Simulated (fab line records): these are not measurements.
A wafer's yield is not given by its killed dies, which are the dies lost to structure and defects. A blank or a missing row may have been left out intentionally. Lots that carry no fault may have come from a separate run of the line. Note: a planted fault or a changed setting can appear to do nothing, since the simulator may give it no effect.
fab line records	flow gf180mcu	part 1 of 2: steps 1 to 33 of 43
[record] lots = 5	wafers = 15	last-day = 34
route steps=602 shown VT_IMPLANT@102 MVSD@136 NWELL@137 LVPWELL@138 MVPSD@139 DUAL_GATE@141
lots that met no fault: from a run of the same line without faults
start-h: the number of hours between the record's first day and the start of the first shown wafer of the lot	wait-h: time in hours since the lot's previous step	" the same as in the row above	L1.1+2: a row that stands for several wafers	- no value present, or no start provided	* or withheld: withheld	< > ~ a bound
route shown NAME@n: NAME is a module with steps in the file, n the number in the route of the first one	usual: the fault-free wafers' mean and standard deviation	same: alike in all rows	chamber/n: place in a boat	sites: each site's reading	_std_site: how widely they spread, as a standard deviation	_edge_site: outer sites' mean less inner sites'	radius-mm: how far each site lies from the wafer's centre	mask NAME#n: copy n	behind: the tool/chamber that last shaped the wafer	hold: why the lot went on hold/how many hours it stayed there/how the hold came to an end	device: which transistor (n, p or np) failed to switch	end of line: tests run on the same wafers once the route is complete	a step with no rows: only its recipe	killed: count of dies lost to structure and defects at first sort (not the wafer's yield)	map: dies across one wafer; x = killed, . = not, _ = none there
set.NAME: the run value of the setting; set.NAME@STEP: its run value at that earlier step	model.NAME: the simulator's own value behind a step, which no gauge read
a table for each step, a row for each wafer; lots at some steps of the route
services: a tool's chamber out of use, with start hour (start-h, from the record's first day; less than 0 if before it), hours out, and reason
[[steps]]
[step GF_VT_IMPLANT_HMDS_12]
[recipe] prime-time-s = 60	prime-temp-c = 120
[same] prime-time-s = 60
lot.wafer	tool	chamber	start-h	wait-h
L079.3+5+6	litho-track-03	0	148.71	0.1
L082.2+3+6	litho-track-03	0	166.59	0.1
L089.2+4+5	litho-track-02	0	213.18	0.1
L094.1+2+6	litho-track-04	0	242.40	0.1
L097.2+3+4	litho-track-03	0	261.29	0.1
[step GF_VT_IMPLANT_COAT_13]
[recipe] resist = NOVOLAK	spin-rpm = 3000	resist-thk-nm = 1000
lot.wafer	tool	chamber	start-h	wait-h
L079.3+5+6	litho-track-03	0	148.86	0.1
L082.2+3+6	litho-track-03	0	166.74	0.1
L089.2+4+5	litho-track-02	0	213.33	0.1
L094.1+2+6	litho-track-04	0	242.55	0.1
L097.2+3+4	litho-track-03	0	261.44	0.1
[step GF_VT_IMPLANT_SOFTBAKE_14]
[recipe] temp-c = 90	time-s = 60	resist = NOVOLAK
lot.wafer	tool	chamber	start-h	wait-h
L079.3+5+6	litho-track-03	0	149.01	0.1
L082.2+3+6	litho-track-03	0	166.89	0.1
L089.2+4+5	litho-track-02	0	213.48	0.1
L094.1+2+6	litho-track-04	0	242.70	0.1
L097.2+3+4	litho-track-03	0	261.59	0.1
[step GF_VT_IMPLANT_EXPOSE_15]
[recipe] mask-id = Nwell_LV_AREA	target-cd-nm = 860	na = 0.6	source-shape = conventional	sigma-outer = 0.6	dose-mj = 140
lot.wafer	tool	chamber	start-h	wait-h	mask
L079.3+5+6	iline-stepper-01	0	-	-	Nwell_LV_AREA#0
L082.2+3+6	iline-stepper-02	0	-	-	Nwell_LV_AREA#0
L089.2+4+5	iline-stepper-01	0	-	-	Nwell_LV_AREA#0
L094.1+2+6	iline-stepper-02	0	-	-	Nwell_LV_AREA#0
L097.2+3+4	iline-stepper-01	0	-	-	Nwell_LV_AREA#0
[step GF_VT_IMPLANT_PEB_16]
[recipe] temp-c = withheld	time-s = *	resist = NOVOLAK
lot.wafer	tool	chamber	start-h	wait-h
L079.3+5+6	litho-track-03	0	-	-
L082.2+3+6	litho-track-03	0	-	-
L089.2+4+5	litho-track-02	0	-	-
L094.1+2+6	litho-track-03	0	-	-
L097.2+3+4	litho-track-03	0	-	-
[step GF_VT_IMPLANT_DEVELOP_17]
[recipe] develop-time-s = 60	dev-temp-c = 23
lot.wafer	tool	chamber	start-h	wait-h
L079.3+5+6	litho-track-03	0	156.66	0.1
L082.2+3+6	litho-track-03	0	175.24	0.1
L089.2+4+5	litho-track-02	0	222.23	0.1
L094.1+2+6	litho-track-03	0	251.81	0.1
L097.2+3+4	litho-track-03	0	271.39	0.1
[step GF_VT_IMPLANT_OVL_MEAS_18]
[usual] VT_IMPLANT_01_OVL = 0.2/1.2
lot.wafer	tool	chamber	start-h	wait-h	VT_IMPLANT_01_OVL[nm]
L079.3	overlay-02	-	156.78	0.1	1.5
L079.5	"	-	"	"	-0.2
L079.6	"	-	"	"	0.8
L082.2	overlay-01	-	175.37	0.1	0.1
L082.3	"	-	"	"	-0.6
L082.6	"	-	"	"	0.7
L089.2	overlay-02	-	222.36	0.1	-0.8
L089.4	"	-	"	"	-0.2
L089.5	"	-	"	"	0.2
L094.1	overlay-01	-	251.96	0.1	1.5
L094.2	"	-	"	"	-0.2
L094.6	"	-	"	"	0.7
L097.2	overlay-01	-	271.52	0.1	-0.6
L097.3	"	-	"	"	-0.2
L097.4	"	-	"	"	1.3
[step GF_VT_IMPLANT_IMPLANT_19]
[recipe] species = As	energy-kev = 100	dose-cm2 = 4.35e+12	tilt-deg = 7
[usual] faraday-current-uA = 24.5/0.53
lot.wafer	tool	chamber	start-h	wait-h	faraday-current-uA
L079.3	implanter-02	0	156.85	0.1	24.6
L079.5	"	0	"	"	24.8
L079.6	"	0	"	"	23.6
L082.2	implanter-01	0	175.42	0.0	23.7
L082.3	"	0	"	"	24.3
L082.6	"	0	"	"	25.5
L089.2	implanter-01	0	222.41	0.0	24.1
L089.4	"	0	"	"	24.5
L089.5	"	0	"	"	25.0
L094.1	implanter-02	0	252.00	0.0	24.7
L094.2	"	0	"	"	24.2
L094.6	"	0	"	"	24.7
L097.2	implanter-01	0	271.57	0.0	24.8
L097.3	"	0	"	"	24.0
L097.4	"	0	"	"	24.9
[step GF_VT_IMPLANT_STRIP_20]
[recipe] chemistry = O2/N2	power-w = 1400	pressure-mtorr = 1500	platen-temp-c = 250	o2-flow-sccm = 3000	n2-flow-sccm = 300	overash-fraction = 0.5
[usual] drypump-motor-current-A = 5.5/0.42	heater-power-w = 347/20	o2-flow-sccm = 2999/8.5	oes-product-au = 0.716/0.0043	strip-time-to-endpoint-s = 12.62/0.038
lot.wafer	tool	chamber	start-h	wait-h	drypump-motor-current-A	heater-power-w	o2-flow-sccm	oes-product-au	rf-hours-counter-h	strip-time-to-endpoint-s
L079.3	plasma-asher-04	1	156.98	0.1	4.8	333	3004	0.721	-	12.53
L079.5	"	1	"	"	4.8	322	3012	0.719	-	12.55
L079.6	"	0	"	"	5.8	356	2987	0.709	-	12.61
L082.2	plasma-asher-03	1	175.55	0.1	5.1	386	3012	0.723	51	12.57
L082.3	"	0	"	"	5.8	323	2991	0.714	-	12.61
L082.6	"	0	"	"	5.7	323	2992	0.711	-	12.62
L089.2	plasma-asher-04	1	222.54	0.1	4.8	333	2993	0.715	57	12.68
L089.4	"	1	"	"	4.7	328	2996	0.716	-	12.64
L089.5	"	0	"	"	5.8	361	2987	0.713	-	12.69
L094.1	plasma-asher-03	1	252.15	0.1	5.1	388	3012	0.719	58	12.67
L094.2	"	0	"	"	5.7	315	3001	0.720	58	12.65
L094.6	"	1	"	"	5.1	388	3003	0.720	-	12.65
L097.2	plasma-asher-04	0	271.70	0.1	5.8	366	2999	0.724	62	12.65
L097.3	"	0	"	"	5.8	370	3001	0.716	-	12.63
L097.4	"	1	"	"	4.7	324	2996	0.725	-	12.67
[step GF_VT_IMPLANT_TW_MEAS_21]
[usual] VT_IMPLANT_2_TW = 1204/10
lot.wafer	tool	chamber	start-h	wait-h	VT_IMPLANT_2_TW
L079.3	film-metro-02	-	157.07	0.1	1209
L079.5	"	-	"	"	1206
L079.6	"	-	"	"	1211
L082.2	film-metro-02	-	175.66	0.1	1207
L082.3	"	-	"	"	1207
L082.6	"	-	"	"	1212
L089.2	film-metro-02	-	222.65	0.1	1198
L089.4	"	-	"	"	1208
L089.5	"	-	"	"	1202
L094.1	film-metro-01	-	252.25	0.1	1199
L094.2	"	-	"	"	1211
L094.6	"	-	"	"	1204
L097.2	film-metro-02	-	271.81	0.1	1213
L097.3	"	-	"	"	1211
L097.4	"	-	"	"	1207
[step GF_VT_IMPLANT_DEHYDRATE_22]
[recipe] temp-c = 200	time-s = 60
lot.wafer	tool	chamber	start-h	wait-h
L079.3+5+6	litho-track-03	0	164.01	6.9
L082.2+3+6	litho-track-04	0	183.58	7.9
L089.2+4+5	litho-track-03	0	230.94	8.3
L094.1+2+6	litho-track-04	0	260.60	8.3
L097.2+3+4	litho-track-03	0	281.34	9.5
[step GF_VT_IMPLANT_HMDS_23]
[recipe] prime-time-s = 60	prime-temp-c = 120
[same] prime-time-s = 60
lot.wafer	tool	chamber	start-h	wait-h
L079.3+5+6	litho-track-03	0	164.16	0.1
L082.2+3+6	litho-track-04	0	183.73	0.1
L089.2+4+5	litho-track-03	0	231.09	0.1
L094.1+2+6	litho-track-04	0	260.75	0.1
L097.2+3+4	litho-track-03	0	281.49	0.1
[step GF_VT_IMPLANT_COAT_24]
[recipe] resist = NOVOLAK	spin-rpm = 3000	resist-thk-nm = 1000
lot.wafer	tool	chamber	start-h	wait-h
L079.3+5+6	litho-track-03	0	164.31	0.1
L082.2+3+6	litho-track-04	0	183.88	0.1
L089.2+4+5	litho-track-03	0	231.24	0.1
L094.1+2+6	litho-track-04	0	260.90	0.1
L097.2+3+4	litho-track-03	0	281.64	0.1
[step GF_VT_IMPLANT_SOFTBAKE_25]
[recipe] temp-c = 90	time-s = 60	resist = NOVOLAK
lot.wafer	tool	chamber	start-h	wait-h
L079.3+5+6	litho-track-03	0	164.46	0.1
L082.2+3+6	litho-track-04	0	184.03	0.1
L089.2+4+5	litho-track-03	0	231.39	0.1
L094.1+2+6	litho-track-04	0	261.05	0.1
L097.2+3+4	litho-track-03	0	281.79	0.1
[step GF_VT_IMPLANT_EXPOSE_26]
[recipe] mask-id = LVPWELL_HV_AREA	target-cd-nm = 860	na = 0.6	source-shape = conventional	sigma-outer = 0.6	dose-mj = 140
lot.wafer	tool	chamber	start-h	wait-h	mask
L079.3+5+6	iline-stepper-01	0	-	-	LVPWELL_HV_AREA#0
L082.2+3+6	iline-stepper-02	0	-	-	LVPWELL_HV_AREA#0
L089.2+4+5	iline-stepper-02	0	-	-	LVPWELL_HV_AREA#0
L094.1+2+6	iline-stepper-01	0	-	-	LVPWELL_HV_AREA#0
L097.2+3+4	iline-stepper-01	0	-	-	LVPWELL_HV_AREA#0
[step GF_VT_IMPLANT_PEB_27]
[recipe] temp-c = withheld	time-s = *	resist = NOVOLAK
lot.wafer	tool	chamber	start-h	wait-h
L079.3+5+6	litho-track-04	0	-	-
L082.2+3+6	litho-track-02	0	-	-
L089.2+4+5	litho-track-02	0	-	-
L094.1+2+6	litho-track-03	0	-	-
L097.2+3+4	litho-track-02	0	-	-
[step GF_VT_IMPLANT_DEVELOP_28]
[recipe] develop-time-s = 60	dev-temp-c = 23
lot.wafer	tool	chamber	start-h	wait-h
L079.3+5+6	litho-track-04	0	173.21	0.1
L082.2+3+6	litho-track-02	0	192.38	0.1
L089.2+4+5	litho-track-02	0	240.18	0.1
L094.1+2+6	litho-track-03	0	271.06	0.1
L097.2+3+4	litho-track-02	0	291.68	0.1
[step GF_VT_IMPLANT_OVL_MEAS_29]
[usual] VT_IMPLANT_02_OVL = -0.4/1.5
lot.wafer	tool	chamber	start-h	wait-h	VT_IMPLANT_02_OVL[nm]
L079.3	overlay-01	-	173.32	0.1	1.3
L079.5	"	-	"	"	-0.2
L079.6	"	-	"	"	-0.8
L082.2	overlay-02	-	192.51	0.1	1.3
L082.3	"	-	"	"	0.2
L082.6	"	-	"	"	0.6
L089.2	overlay-01	-	240.31	0.1	-2.4
L089.4	"	-	"	"	-3.5
L089.5	"	-	"	"	-1.8
L094.1	overlay-01	-	271.21	0.1	-1.0
L094.2	"	-	"	"	1.7
L094.6	"	-	"	"	-0.6
L097.2	overlay-01	-	291.81	0.1	-2.4
L097.3	"	-	"	"	-1.1
L097.4	"	-	"	"	-1.1
[step GF_VT_IMPLANT_IMPLANT_30]
[recipe] species = B	energy-kev = 25	dose-cm2 = 2.534e+12	tilt-deg = 7
[usual] faraday-current-uA = 14.3/0.32
lot.wafer	tool	chamber	start-h	wait-h	faraday-current-uA
L079.3	implanter-02	0	173.39	0.1	14.7
L079.5	"	0	"	"	14.6
L079.6	"	0	"	"	14.0
L082.2	implanter-01	0	192.56	0.0	14.7
L082.3	"	0	"	"	14.2
L082.6	"	0	"	"	14.4
L089.2	implanter-02	0	240.36	0.0	14.2
L089.4	"	0	"	"	14.3
L089.5	"	0	"	"	14.0
L094.1	implanter-02	0	271.25	0.0	14.5
L094.2	"	0	"	"	14.1
L094.6	"	0	"	"	14.4
L097.2	implanter-01	0	291.86	0.0	13.1
L097.3	"	0	"	"	14.4
L097.4	"	0	"	"	14.2
[step GF_VT_IMPLANT_STRIP_31]
[recipe] chemistry = O2/N2	power-w = 1400	pressure-mtorr = 1500	platen-temp-c = 250	o2-flow-sccm = 3000	n2-flow-sccm = 300	overash-fraction = 0.5
[usual] drypump-motor-current-A = 5.4/0.46	heater-power-w = 346/20	o2-flow-sccm = 3000/8.5	oes-product-au = 0.716/0.0052	strip-time-to-endpoint-s = 12.61/0.039
lot.wafer	tool	chamber	start-h	wait-h	drypump-motor-current-A	heater-power-w	o2-flow-sccm	oes-product-au	rf-hours-counter-h	strip-time-to-endpoint-s
L079.3	plasma-asher-04	0	173.52	0.1	5.8	365	3005	0.717	-	12.60
L079.5	"	0	"	"	5.8	363	3002	0.711	-	12.61
L079.6	"	1	"	"	4.8	327	3009	0.729	-	12.63
L082.2	plasma-asher-04	1	192.73	0.1	4.7	329	3006	0.720	54	12.60
L082.3	"	1	"	"	4.7	322	2994	0.717	-	12.61
L082.6	"	0	"	"	5.8	363	3005	0.716	-	12.61
L089.2	plasma-asher-03	1	240.49	0.1	5.1	384	2988	0.707	57	12.54
L089.4	"	1	"	"	5.1	381	2993	0.718	-	12.57
L089.5	"	0	"	"	5.8	315	3006	0.712	-	12.51
L094.1	plasma-asher-01	1	271.40	0.1	5.4	339	2984	0.715	48	12.64
L094.2	"	0	"	"	6.0	356	2991	0.716	48	12.66
L094.6	"	0	"	"	6.0	351	2996	0.713	-	12.68
L097.2	plasma-asher-03	1	291.99	0.1	5.1	381	3021	0.712	62	12.59
L097.3	"	1	"	"	5.1	377	3014	0.723	-	12.63
L097.4	"	0	"	"	5.7	327	2992	0.716	-	12.58
[step GF_VT_IMPLANT_TW_MEAS_32]
[usual] VT_IMPLANT_3_TW = 266.6/2.1
lot.wafer	tool	chamber	start-h	wait-h	VT_IMPLANT_3_TW
L079.3	film-metro-02	-	173.61	0.1	266.7
L079.5	"	-	"	"	266.9
L079.6	"	-	"	"	267.8
L082.2	film-metro-03	-	192.84	0.1	267.4
L082.3	"	-	"	"	267.9
L082.6	"	-	"	"	268.7
L089.2	film-metro-02	-	240.60	0.1	263.9
L089.4	"	-	"	"	267.1
L089.5	"	-	"	"	266.2
L094.1	film-metro-01	-	271.50	0.1	266.1
L094.2	"	-	"	"	266.1
L094.6	"	-	"	"	266.9
L097.2	film-metro-03	-	292.10	0.1	268.4
L097.3	"	-	"	"	268.3
L097.4	"	-	"	"	267.9
[step GF_VT_IMPLANT_DEHYDRATE_33]
[recipe] temp-c = 200	time-s = 60
lot.wafer	tool	chamber	start-h	wait-h
L079.3+5+6	litho-track-04	0	180.86	7.2
L082.2+3+6	litho-track-02	0	200.58	7.7
L089.2+4+5	litho-track-03	0	248.84	8.2
L094.1+2+6	litho-track-02	0	280.95	9.4
L097.2+3+4	litho-track-04	0	301.78	9.7
[step GF_VT_IMPLANT_HMDS_34]
[recipe] prime-time-s = 60	prime-temp-c = 120
[same] prime-time-s = 60
lot.wafer	tool	chamber	start-h	wait-h
L079.3+5+6	litho-track-04	0	181.01	0.1
L082.2+3+6	litho-track-02	0	200.73	0.1
L089.2+4+5	litho-track-03	0	248.99	0.1
L094.1+2+6	litho-track-02	0	281.10	0.1
L097.2+3+4	litho-track-04	0	301.93	0.1
[step GF_VT_IMPLANT_COAT_35]
[recipe] resist = NOVOLAK	spin-rpm = 3000	resist-thk-nm = 1000
lot.wafer	tool	chamber	start-h	wait-h
L079.3+5+6	litho-track-04	0	181.16	0.1
L082.2+3+6	litho-track-02	0	200.88	0.1
L089.2+4+5	litho-track-03	0	249.14	0.1
L094.1+2+6	litho-track-02	0	281.25	0.1
L097.2+3+4	litho-track-04	0	302.08	0.1
[step GF_VT_IMPLANT_SOFTBAKE_36]
[recipe] temp-c = 90	time-s = 60	resist = NOVOLAK
lot.wafer	tool	chamber	start-h	wait-h
L079.3+5+6	litho-track-04	0	181.31	0.1
L082.2+3+6	litho-track-02	0	201.03	0.1
L089.2+4+5	litho-track-03	0	249.29	0.1
L094.1+2+6	litho-track-02	0	281.40	0.1
L097.2+3+4	litho-track-04	0	302.23	0.1
[step GF_VT_IMPLANT_EXPOSE_37]
[recipe] mask-id = Nwell_HV_AREA	target-cd-nm = 860	na = 0.6	source-shape = conventional	sigma-outer = 0.6	dose-mj = 140
lot.wafer	tool	chamber	start-h	wait-h	mask
L079.3+5+6	iline-stepper-02	0	-	-	Nwell_HV_AREA#0
L082.2+3+6	iline-stepper-02	0	-	-	Nwell_HV_AREA#0
L089.2+4+5	iline-stepper-02	0	-	-	Nwell_HV_AREA#0
L094.1+2+6	iline-stepper-02	0	-	-	Nwell_HV_AREA#0
L097.2+3+4	iline-stepper-01	0	-	-	Nwell_HV_AREA#0
[step GF_VT_IMPLANT_PEB_38]
[recipe] temp-c = withheld	time-s = *	resist = NOVOLAK
lot.wafer	tool	chamber	start-h	wait-h
L079.3+5+6	litho-track-04	0	-	-
L082.2+3+6	litho-track-03	0	-	-
L089.2+4+5	litho-track-04	0	-	-
L094.1+2+6	litho-track-03	0	-	-
L097.2+3+4	litho-track-03	0	-	-
[step GF_VT_IMPLANT_DEVELOP_39]
[recipe] develop-time-s = 60	dev-temp-c = 23
lot.wafer	tool	chamber	start-h	wait-h
L079.3+5+6	litho-track-04	0	190.01	0.1
L082.2+3+6	litho-track-03	0	209.54	0.1
L089.2+4+5	litho-track-04	0	258.18	0.1
L094.1+2+6	litho-track-03	0	291.41	0.1
L097.2+3+4	litho-track-03	0	312.29	0.1
[step GF_VT_IMPLANT_OVL_MEAS_40]
[usual] VT_IMPLANT_03_OVL = 0.1/1.5
lot.wafer	tool	chamber	start-h	wait-h	VT_IMPLANT_03_OVL[nm]
L079.3	overlay-02	-	190.12	0.1	-0.5
L079.5	"	-	"	"	1.3
L079.6	"	-	"	"	1.6
L082.2	overlay-01	-	209.67	0.1	1.4
L082.3	"	-	"	"	0.5
L082.6	"	-	"	"	0.8
L089.2	overlay-01	-	258.31	0.1	0.6
L089.4	"	-	"	"	-1.8
L089.5	"	-	"	"	-0.9
L094.1	overlay-02	-	291.56	0.1	0.4
L094.2	"	-	"	"	0.3
L094.6	"	-	"	"	0.6
L097.2	overlay-01	-	312.42	0.1	-0.5
L097.3	"	-	"	"	-1.4
L097.4	"	-	"	"	-0.9
[step GF_VT_IMPLANT_IMPLANT_41]
[recipe] species = As	energy-kev = 70	dose-cm2 = 1.013e+12	tilt-deg = 7
[usual] faraday-current-uA = 5.71/0.11
lot.wafer	tool	chamber	start-h	wait-h	faraday-current-uA
L079.3	implanter-04	0	190.19	0.1	5.56
L079.5	"	0	"	"	5.75
L079.6	"	0	"	"	5.54
L082.2	implanter-02	0	209.72	0.0	5.72
L082.3	"	0	"	"	5.76
L082.6	"	0	"	"	5.67
L089.2	implanter-04	0	258.37	0.0	5.69
L089.4	"	0	"	"	5.56
L089.5	"	0	"	"	5.85
L094.1	implanter-02	0	291.60	0.0	5.63
L094.2	"	0	"	"	5.80
L094.6	"	0	"	"	5.87
L097.2	implanter-01	0	312.47	0.0	5.83
L097.3	"	0	"	"	5.68
L097.4	"	0	"	"	5.51
[step GF_VT_IMPLANT_STRIP_42]
[recipe] chemistry = O2/N2	power-w = 1400	pressure-mtorr = 1500	platen-temp-c = 250	o2-flow-sccm = 3000	n2-flow-sccm = 300	overash-fraction = 0.5
[usual] drypump-motor-current-A = 5.5/0.43	heater-power-w = 347/20	o2-flow-sccm = 2996/19	oes-product-au = 0.716/0.0045	strip-time-to-endpoint-s = 12.63/0.034
lot.wafer	tool	chamber	start-h	wait-h	drypump-motor-current-A	heater-power-w	o2-flow-sccm	oes-product-au	rf-hours-counter-h	strip-time-to-endpoint-s
L079.3	plasma-asher-03	1	190.32	0.1	5.1	379	2998	0.711	-	12.61
L079.5	"	1	"	"	5.1	378	2995	0.722	-	12.61
L079.6	"	0	"	"	5.7	325	2994	0.716	-	12.61
L082.2	plasma-asher-04	1	209.85	0.1	4.8	325	2989	0.717	56	12.67
L082.3	"	1	"	"	4.7	336	2995	0.709	-	12.66
L082.6	"	0	"	"	5.8	359	3009	0.717	-	12.67
L089.2	plasma-asher-04	1	258.49	0.1	4.7	331	2994	0.715	61	12.56
L089.4	"	0	"	"	5.8	360	3009	0.715	-	12.62
L089.5	"	0	"	"	5.8	364	3001	0.709	-	12.56
L094.1	plasma-asher-01	1	291.75	0.1	5.3	340	2997	0.712	51	12.62
L094.2	"	0	"	"	6.0	350	2992	0.707	51	12.68
L094.6	"	0	"	"	6.0	351	3000	0.719	-	12.67
L097.2	plasma-asher-04	0	312.60	0.1	5.8	358	2999	0.723	66	12.59
L097.3	"	0	"	"	5.8	359	3002	0.715	-	12.62
L097.4	"	1	"	"	4.8	332	3006	0.711	-	12.64
[step GF_VT_IMPLANT_TW_MEAS_43]
[usual] VT_IMPLANT_4_TW = 686/5.4
lot.wafer	tool	chamber	start-h	wait-h	VT_IMPLANT_4_TW
L079.3	film-metro-02	-	190.41	0.1	687
L079.5	"	-	"	"	683
L079.6	"	-	"	"	687
L082.2	film-metro-01	-	209.96	0.1	678
L082.3	"	-	"	"	677
L082.6	"	-	"	"	678
L089.2	film-metro-02	-	258.60	0.1	682
L089.4	"	-	"	"	683
L089.5	"	-	"	"	686
L094.1	film-metro-02	-	291.85	0.1	681
L094.2	"	-	"	"	683
L094.6	"	-	"	"	682
L097.2	film-metro-02	-	312.71	0.1	687
L097.3	"	-	"	"	692
L097.4	"	-	"	"	690
[step GF_VT_IMPLANT_CLEAN_44]
[recipe] chemistry = SC1/SC2	mix = 1:4:20	temp-c = 70	time-s = 150	dry = n2-spin
[usual] bath-guard-temp-C = 70.0/0.53
lot.wafer	tool	chamber	start-h	wait-h	bath-guard-temp-C
L079.3	wet-bench-01	3	190.45	0.0	69.3
L079.5	"	3	"	"	69.4
L079.6	"	3	"	"	69.2
L082.2	wet-bench-02	1	210.01	0.0	70.0
L082.3	"	1	"	"	69.7
L082.6	"	1	"	"	70.0
L089.2	wet-bench-02	0	258.65	0.0	70.6
L089.4	"	0	"	"	70.3
L089.5	"	0	"	"	70.5
L094.1	wet-bench-03	3	291.91	0.1	71.2
L094.2	"	3	"	"	71.1
L094.6	"	3	"	"	70.7
L097.2	wet-bench-01	1	312.76	0.0	68.9
L097.3	"	1	"	"	68.8
L097.4	"	1	"	"	69.3
